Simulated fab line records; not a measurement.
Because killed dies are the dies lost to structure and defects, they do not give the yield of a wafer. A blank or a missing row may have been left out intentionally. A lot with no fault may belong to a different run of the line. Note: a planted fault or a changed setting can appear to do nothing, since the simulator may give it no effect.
Chamber matching + flow gf180mcu + 3 sister chambers for GF_PASSIVATION_CVD_00 on pecvd-04
The step deposits SiO2 from TEOS, target thk 1000 nm, time 111.95 s. 3 wafers are shown with their chamber, then 7 later ones without.

WAFERS PAIRED WITH THEIR CHAMBERS
| wafer  | chamber | heater-power-w (W) |
|--------|---------|--------------------|
| L090.4 | 0       | 776                |
| L091.1 | 2       | 720                |
| L091.2 | 1       | 746                |

WAFERS WITHOUT THEIR CHAMBER
| wafer  | heater-power-w (W) |
|--------|--------------------|
| L091.5 | 776                |
| L092.2 | 654                |
| L092.4 | 715                |
| L092.5 | 779                |
| L093.2 | 675                |
| L093.3 | 787                |
| L093.6 | 712                |

CHAMBER TAKEN BY EACH
| wafer  | from the rows above          | in truth |
|--------|------------------------------|----------|
| L091.5 | can't be placed: 0 or 1 or 2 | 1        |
| L092.2 | can't be placed: 2 or 1 or 0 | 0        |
| L092.4 | can't be placed: 2 or 1 or 0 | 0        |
| L092.5 | can't be placed: 0 or 1 or 2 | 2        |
| L093.2 | can't be placed: 2 or 1 or 0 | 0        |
| L093.3 | can't be placed: 0 or 1 or 2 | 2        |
| L093.6 | can't be placed: 2 or 1 or 0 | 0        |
Correctly placed: 0 of 7. Unplaceable from these rows: 7, with the true chamber sitting among the candidates in 7. 0 placed wrongly.
How it was worked out, from the rows above alone: a wafer's distance from a chamber is the root of the sum, over the readings, of the square of ((its reading less the chamber's mean) divided by the reading's scatter). If the next closest chamber is less than 2 further off than the closest, the wafer can't be placed; otherwise it belongs to the closest. A chamber's mean is the mean of its shown wafers. The scatter: root of mean squared gap, hidden wafer to nearest shown wafer, with one shown wafer a chamber.
